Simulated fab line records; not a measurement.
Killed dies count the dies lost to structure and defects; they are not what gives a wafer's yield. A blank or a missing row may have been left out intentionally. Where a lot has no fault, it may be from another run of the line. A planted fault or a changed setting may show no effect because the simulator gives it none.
fab line records	flow sky130
record lots=6	wafers=18	last_day=50
route steps=708 shown SPACER@306 POLY_CUT@307 PAD_OPEN@708
lots with no fault: from the same line, run without faults
start_h: the number of hours between the record's first day and the start of the first shown wafer of the lot	wait_h: hours since the lot's step before	" repeats the value in the row above	L1.1+2: several wafers, shown together as one row	- no value present, or no start provided	* or withheld: withheld	< > ~ a bound
route shown NAME@n: a module of which the file shows steps, and the number in the route of the first	usual: the fault-free wafers' mean and standard deviation	same: alike in all rows	chamber/n: place in a boat	sites: per-site readings	_std_site: standard deviation of those values	_edge_site: inner sites' mean taken away from outer sites' mean	radius_mm: how far each site lies from the wafer's centre	mask NAME#n: copy n	behind: the last tool/chamber to shape the wafer	hold: why the lot went on hold/how many hours it stayed there/how the hold came to an end	device: the n, p or np transistor that did not switch	end of line: tests of these same wafers at the route's end	a step without rows: its recipe alone	killed: not the wafer's yield, but the dies lost to structure and defects at the first sort	map: a wafer's dies, marking killed ones x, the rest . and places with no die _
set.NAME: the run value of the setting; set.NAME@STEP: its run value at that earlier step	model.NAME: the simulator's own value behind a step, which no gauge read
lots at selected steps of the route; one table per step, one row per wafer
services: from which hour (start_h, from the record's first day; less than 0 if before it) a tool's chamber was out of use, for how many hours, and why
## steps
# step SKY_SPACER_ETCHBACK_02
# recipe chemistry=CH3F/O2	target=Si3N4	stop_on=SiO2	source_w=400	bias_w=80	pressure_mtorr=25	ch3f_flow_sccm=40	O2_flow_sccm=30	time_s=46.7	target_depth_a=450
# usual drypump_motor_current_A=5.8/0.39	oes_product_au=0.853/0.0065	throttle_valve_pct=10.563/0.0089
lot.wafer	tool	chamber	start_h	wait_h	drypump_motor_current_A	oes_product_au	rf_hours_counter_h	throttle_valve_pct
L657.2	rie_diel-03	1	563.98	0.0	6.3	0.853	9	10.569
L657.3	"	0	"	"	6.4	0.856	15	10.553
L657.5	"	0	"	"	6.5	0.855	-	10.568
L661.4	rie_diel-02	1	579.90	0.0	6.2	0.861	71	10.557
L661.5	"	1	"	"	6.2	0.850	-	10.565
L661.6	"	0	"	"	5.3	0.849	-	10.557
L671.1	rie_diel-02	1	653.62	0.1	6.2	0.855	1	10.563
L671.4	"	0	"	"	5.3	0.853	6	10.569
L671.5	"	3	"	"	5.5	0.848	-	10.556
L674.1	rie_diel-03	2	670.76	0.1	5.5	0.848	5	10.555
L674.4	"	3	"	"	6.1	0.859	-	10.548
L674.6	"	1	"	"	6.3	0.858	-	10.569
L678.1	rie_diel-02	2	713.24	0.1	5.6	0.851	41	10.571
L678.5	"	2	"	"	5.5	0.863	-	10.560
L678.6	"	1	"	"	6.2	0.856	-	10.567
L679.1	rie_diel-02	2	718.04	0.1	5.5	0.856	41	10.592
L679.3	"	3	"	"	5.5	0.858	45	10.564
L679.5	"	2	"	"	5.5	0.852	-	10.552
# step SKY_POLY_CUT_DEHYDRATE_00
# recipe temp_c=200	time_s=60
# step SKY_POLY_CUT_HMDS_01
# recipe prime_time_s=60	prime_temp_c=120
# step SKY_POLY_CUT_COAT_02
# recipe resist=BARC	temp_c=withheld	time_s=withheld	spin_rpm=3000	resist_thk_nm=60
# step SKY_POLY_CUT_COAT_03
# recipe resist=KrF-thick	spin_rpm=3000	resist_thk_nm=450
# step SKY_POLY_CUT_SOFTBAKE_04
# recipe temp_c=100	time_s=90	resist=KrF-thick
# step SKY_POLY_CUT_EXPOSE_05
# recipe mask_id=NPCM	na=0.8	source_shape=annular	sigma_inner=0.55	sigma_outer=0.85	target_cd_nm=270	dose_mj=32
# step SKY_POLY_CUT_PEB_06
# recipe peb_temp_c=withheld	peb_time_s=withheld	resist=KrF-thick
# step SKY_POLY_CUT_DEVELOP_07
# recipe develop_time_s=60	resist=KrF-thick	dev_temp_c=21
# step SKY_POLY_CUT_CD_MEAS_08
# recipe target_cd_nm=270
# usual cd_nm=269.7/1.5
lot.wafer	tool	chamber	start_h	wait_h	cd_nm
L657.2	cd_sem-02	-	593.17	-	270.0
L657.3	"	-	"	"	268.8
L657.5	"	-	"	"	267.4
L661.4	cd_sem-02	-	609.01	-	268.6
L661.5	"	-	"	"	268.5
L661.6	"	-	"	"	268.1
L671.1	cd_sem-02	-	682.39	-	269.6
L671.4	"	-	"	"	271.9
L671.5	"	-	"	"	271.4
L674.1	cd_sem-01	-	698.89	-	268.6
L674.4	"	-	"	"	267.5
L674.6	"	-	"	"	268.2
L678.1	cd_sem-02	-	740.73	-	268.2
L678.5	"	-	"	"	268.7
L678.6	"	-	"	"	268.3
L679.1	cd_sem-02	-	745.34	-	269.0
L679.3	"	-	"	"	268.7
L679.5	"	-	"	"	267.5
# step SKY_POLY_CUT_OVL_MEAS_09
# usual POLY_CUT_OVL=4/4.8
lot.wafer	tool	chamber	start_h	wait_h	POLY_CUT_OVL[nm]
L657.2	overlay-02	-	593.27	0.1	6
L657.3	"	-	"	"	7
L657.5	"	-	"	"	4
L661.4	overlay-01	-	609.09	0.1	5
L661.5	"	-	"	"	5
L661.6	"	-	"	"	9
L671.1	overlay-01	-	682.51	0.1	6
L671.4	"	-	"	"	0
L671.5	"	-	"	"	4
L674.1	overlay-01	-	699.01	0.1	5
L674.4	"	-	"	"	-2
L674.6	"	-	"	"	-1
L678.1	overlay-02	-	740.85	0.1	-3
L678.5	"	-	"	"	-4
L678.6	"	-	"	"	6
L679.1	overlay-01	-	745.46	0.1	-4
L679.3	"	-	"	"	0
L679.5	"	-	"	"	2
# step SKY_POLY_CUT_ETCH_10
# recipe chemistry=N2/H2	target=BARC	ion_energy_ev=200	source_w=500	bias_w=100	pressure_mtorr=30	n2_flow_sccm=100	h2_flow_sccm=200	stop_on=SiO2	time_s=45.9	target_depth_a=600
# usual drypump_motor_current_A=6.0/0.41	n2_flow_sccm=100.00/0.29	oes_product_au=0.856/0.0044	throttle_valve_pct=13.226/0.0097
lot.wafer	tool	chamber	start_h	wait_h	drypump_motor_current_A	n2_flow_sccm	oes_product_au	rf_hours_counter_h	throttle_valve_pct
L657.2	rie_diel-03	0	593.30	0.0	6.5	100.24	0.861	16	13.210
L657.3	"	1	"	"	6.3	99.94	0.854	10	13.225
L657.5	"	2	"	"	5.5	100.02	0.854	-	13.223
L661.4	rie_diel-03	2	609.11	0.0	5.5	100.03	0.851	3	13.231
L661.5	"	3	"	"	6.2	99.76	0.856	-	13.236
L661.6	"	0	"	"	6.5	100.26	0.856	-	13.215
L671.1	rie_diel-03	3	682.55	0.0	6.2	99.92	0.853	3	13.237
L671.4	"	2	"	"	5.5	99.95	0.847	5	13.231
L671.5	"	2	"	"	5.5	100.34	0.848	-	13.223
L674.1	rie_diel-03	0	699.05	0.0	6.5	99.66	0.860	18	13.215
L674.4	"	2	"	"	5.5	100.15	0.856	5	13.229
L674.6	"	1	"	"	6.3	99.92	0.853	-	13.208
L678.1	rie_diel-01	2	740.89	0.0	6.5	99.66	0.855	11	13.238
L678.5	"	1	"	"	5.6	100.55	0.852	-	13.217
L678.6	"	0	"	"	6.2	99.98	0.847	-	13.218
L679.1	rie_diel-02	1	745.50	0.0	6.2	100.54	0.855	2	13.231
L679.3	"	0	"	"	5.3	99.50	0.854	7	13.229
L679.5	"	0	"	"	5.3	99.52	0.857	-	13.231
# step SKY_POLY_CUT_ETCH_11
# recipe target=Si3N4	chemistry=CF4/CH2F2/Ar	stop_on=poly-Si	source_w=600	bias_w=150	pressure_mtorr=40	cf4_flow_sccm=40	ch2f2_flow_sccm=20	Ar_flow_sccm=150	time_s=42.5	target_depth_a=600
# usual ch2f2_flow_sccm=20.00/0.061	drypump_motor_current_A=6.0/0.41	mfc_ar_sccm=150.0/0.48	oes_product_au=0.826/0.0066	throttle_valve_pct=14.994/0.0086
lot.wafer	tool	chamber	start_h	wait_h	ch2f2_flow_sccm	drypump_motor_current_A	mfc_ar_sccm	oes_product_au	rf_hours_counter_h	throttle_valve_pct	model.poly-Si_of_POLY_GATE_CVD_00.thk_nm	model.POLY_CUT.feature_depth_nm
L657.2	rie_diel-03	0	593.35	0.0	19.89	6.5	150.6	0.830	16	15.001	180.8	61.9
L657.3	"	1	"	"	19.95	6.3	150.3	0.828	10	14.999	179.5	61.68
L657.5	"	2	"	"	20.03	5.5	149.8	0.827	-	14.994	181.6	61.5
L661.4	rie_diel-03	2	609.15	0.0	20.00	5.5	149.0	0.825	3	14.992	181.4	61.22
L661.5	"	3	"	"	19.99	6.1	150.3	0.830	-	14.998	181.9	61.41
L661.6	"	0	"	"	20.03	6.5	149.9	0.829	-	14.995	181.5	60.76
L671.1	rie_diel-03	3	682.59	0.0	20.04	6.1	149.4	0.825	3	15.003	182	61.21
L671.4	"	2	"	"	19.99	5.5	149.3	0.837	5	14.992	176.4	66.93
L671.5	"	2	"	"	19.98	5.5	150.3	0.828	-	15.010	173.8	66.65
L674.1	rie_diel-03	0	699.09	0.0	19.99	6.5	150.3	0.821	18	14.988	179	61.28
L674.4	"	2	"	"	20.01	5.5	149.6	0.836	5	14.989	174.9	67.2
L674.6	"	1	"	"	19.99	6.3	150.0	0.822	-	15.002	178.4	61.46
L678.1	rie_diel-01	2	740.93	0.0	19.96	6.5	149.7	0.832	11	14.982	177.3	61.69
L678.5	"	1	"	"	19.99	5.6	150.6	0.815	-	15.003	177.8	61.16
L678.6	"	0	"	"	20.03	6.2	150.4	0.817	-	14.996	178.5	60.99
L679.1	rie_diel-02	1	745.54	0.0	19.99	6.2	149.0	0.823	2	14.988	177.1	61.59
L679.3	"	0	"	"	20.06	5.3	150.0	0.824	7	14.993	177.8	61.25
L679.5	"	0	"	"	20.10	5.2	150.2	0.828	-	14.988	179.1	61.57
# step SKY_POLY_CUT_STRIP_12
# recipe chemistry=O2/N2	power_w=1400	pressure_mtorr=1500	platen_temp_c=withheld	o2_flow_sccm=3000	n2_flow_sccm=300	overash_fraction=0.5
# usual drypump_motor_current_A=5.45/0.26	n2_flow_sccm=300.0/0.94	oes_product_au=0.452/0.0048	strip_time_to_endpoint_s=5.360/0.018
lot.wafer	tool	chamber	start_h	wait_h	drypump_motor_current_A	n2_flow_sccm	oes_product_au	rf_hours_counter_h	strip_time_to_endpoint_s
L657.2	plasma_asher-03	1	593.39	0.0	5.63	299.7	0.452	15	5.328
L657.3	"	1	"	"	5.64	300.0	0.456	-	5.364
L657.5	"	0	"	"	5.57	299.4	0.455	-	5.341
L661.4	plasma_asher-02	1	609.22	0.1	5.10	299.8	0.450	-	5.328
L661.5	"	1	"	"	5.03	298.9	0.443	-	5.315
L661.6	"	0	"	"	5.70	300.0	0.439	-	5.332
L671.1	plasma_asher-01	0	682.63	0.0	5.25	298.6	0.452	100	5.367
L671.4	"	0	"	"	5.24	299.2	0.450	-	5.343
L671.5	"	1	"	"	5.66	301.3	0.457	-	5.380
L674.1	plasma_asher-01	1	699.13	0.0	5.71	300.4	0.456	102	5.341
L674.4	"	1	"	"	5.67	300.0	0.448	-	5.333
L674.6	"	0	"	"	5.24	298.4	0.454	-	5.358
L678.1	plasma_asher-03	0	740.97	0.0	5.58	299.5	0.441	30	5.368
L678.5	"	0	"	"	5.55	299.8	0.451	-	5.360
L678.6	"	1	"	"	5.64	299.3	0.452	-	5.385
L679.1	plasma_asher-03	1	745.58	0.0	5.64	299.9	0.456	31	5.361
L679.3	"	0	"	"	5.58	302.0	0.447	-	5.374
L679.5	"	1	"	"	5.64	300.3	0.448	-	5.354
# step SKY_PAD_OPEN_PROBE_99
# usual killed_at_M0_to_M3=44/6.6	killed_at_M4_up=3.0/1.9	killed_at_contacts=24/5.1	killed_at_front_end=16/4.6	killed_at_other=0.3/0.59	killed_dies=88/9.5	killed_on_rim=17/3.7	killed_open=48/6.7	killed_short=40/6.1
# same gross_dies=492	killed_at_back_side=0
lot.wafer	tool	chamber	start_h	wait_h	killed_at_M0_to_M3	killed_at_M4_up	killed_at_contacts	killed_at_front_end	killed_at_other	killed_dies	killed_on_rim	killed_open	killed_short
L661.4	prober-01	-	1115.88	0.2	45	3	28	12	0	88	14	52	36
L661.5	prober-01	-	1115.93	0.2	54	5	24	12	1	96	20	49	47
L661.6	prober-01	-	1115.98	0.2	55	4	28	15	0	102	12	45	57
L674.1	prober-01	-	1175.52	0.1	54	6	21	18	0	99	21	49	50
L674.4	prober-01	-	1175.67	0.2	39	2	19	20	0	80	20	45	35
L674.6	prober-01	-	1175.77	0.2	42	5	23	13	0	83	24	40	42
L678.1	prober-02	-	1197.49	0.1	45	1	15	22	0	83	14	48	35
L678.5	prober-02	-	1197.69	0.2	36	2	25	21	0	84	17	49	35
L678.6	prober-02	-	1197.74	0.2	34	0	23	14	0	71	23	41	30
# killed by level:class
L661.4 VIA1:geometric_particle:open=11 CONTACT:geometric_particle:open=10 VIA2:geometric_particle:open=8 LI_CONTACT:geometric_particle:open=6 VIA1:geometric_particle:short=5 VIA3:geometric_particle:open=5 LOCAL_INTERCONNECT:geometric_particle:short=4 CONTACT:geometric_particle:short=4
L661.5 VIA1:geometric_particle:open=13 CONTACT:geometric_particle:short=9 VIA1:geometric_particle:short=8 VIA2:geometric_particle:open=8 CONTACT:geometric_particle:open=7 METAL1:geometric_particle:short=6 METAL3:geometric_particle:short=5 VIA3:geometric_particle:open=5
L661.6 METAL1:geometric_particle:short=11 VIA1:geometric_particle:open=11 CONTACT:geometric_particle:short=9 CONTACT:geometric_particle:open=8 FIELD_ISO:geometric_particle:short=6 LI_CONTACT:geometric_particle:open=6 VIA3:geometric_particle:open=6 METAL2:geometric_particle:short=6
L674.1 CONTACT:geometric_particle:open=12 FIELD_ISO:geometric_particle:short=9 VIA1:geometric_particle:open=9 VIA3:geometric_particle:open=9 VIA1:geometric_particle:short=7 METAL2:geometric_particle:short=7 VIA2:geometric_particle:short=7 VIA2:geometric_particle:open=5
L674.4 VIA1:geometric_particle:open=11 FIELD_ISO:geometric_particle:open=9 CONTACT:geometric_particle:open=8 LI_CONTACT:geometric_particle:open=6 VIA3:geometric_particle:open=6 FIELD_ISO:geometric_particle:short=5 CONTACT:geometric_particle:short=4 METAL1:geometric_particle:short=4
L674.6 VIA1:geometric_particle:open=13 CONTACT:geometric_particle:open=11 METAL1:geometric_particle:short=9 VIA3:geometric_particle:short=6 POLY_GATE:geometric_particle:short=4 METAL2:geometric_particle:short=4 CONTACT:geometric_particle:short=4 VIA2:geometric_particle:open=4
L678.1 VIA1:geometric_particle:open=19 CONTACT:geometric_particle:open=9 FIELD_ISO:geometric_particle:open=8 METAL1:geometric_particle:short=7 VIA1:geometric_particle:short=6 FIELD_ISO:geometric_particle:short=4 POLY_GATE:geometric_particle:short=4 METAL2:geometric_particle:short=4
L678.5 VIA1:geometric_particle:open=12 CONTACT:geometric_particle:open=11 FIELD_ISO:geometric_particle:open=10 LOCAL_INTERCONNECT:geometric_particle:short=6 VIA1:geometric_particle:short=6 METAL2:geometric_particle:short=6 POLY_GATE:geometric_particle:open=3 VIA2:geometric_particle:open=3
L678.6 LI_CONTACT:geometric_particle:open=8 FIELD_ISO:geometric_particle:open=7 CONTACT:geometric_particle:open=7 METAL1:geometric_particle:short=7 LOCAL_INTERCONNECT:geometric_particle:short=6 VIA1:geometric_particle:open=5 VIA3:geometric_particle:open=5 VIA2:geometric_particle:open=3
## services
tool	chamber	start_h	hours	kind
rie_diel-01	-	550.36	0.6	repair
rie_diel-02	1	551.18	4.7	repair
plasma_asher-02	-	563.22	1.2	repair
rie_diel-02	1	596.90	-	clean
rie_diel-02	1	596.90	25.8	scheduled_down
rie_diel-02	1	596.90	25.8	vent_cycle
rie_diel-03	0	598.86	1.2	repair
plasma_asher-02	-	602.79	1.9	repair
rie_diel-02	-	624.93	2.8	pm
rie_diel-03	2	632.77	8.0	repair
plasma_asher-01	-	649.92	0.5	repair
rie_diel-03	0	651.62	6.7	repair
rie_diel-01	1	664.67	2.1	repair
rie_diel-03	0	670.35	4.7	repair
rie_diel-01	-	670.79	1.0	repair
rie_diel-02	0	694.46	4.0	repair
rie_diel-02	3	700.73	15.6	repair
plasma_asher-02	-	701.28	0.7	repair
rie_diel-02	0	728.60	11.9	repair
plasma_asher-01	-	733.75	9.0	pm
plasma_asher-02	-	740.03	28.1	pm
rie_diel-02	3	740.54	-	clean
rie_diel-02	3	740.54	17.5	scheduled_down
rie_diel-02	3	740.54	17.5	vent_cycle
## key
first_sign none at tools or gauges
model_effect step=SKY_POLY_CUT_ETCH_11	value=poly-Si_of_POLY_GATE_CVD_00.thk_nm	without=180.2	struck=175
met_at SKY_POLY_CUT_ETCH_11
struck_wafers L671.4,L671.5,L674.4
tester_left_out L671,L674
onset_between 609.15 682.59
fault kind=process_parameter_drift	tool=rie_diel-03	chamber=2	onset_h=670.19	steps=SKY_POLY_CUT_ETCH_11	channel=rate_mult	offset=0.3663	shape=step	end_h=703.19
# tester_left_out: of these lots the tester's yield and bins aren't shown, on N5 and GAA mostly nor the transistor test; their killed dies are dies lost to structure and defects alone, not to doping, threshold or leakage, so they don't give the yield
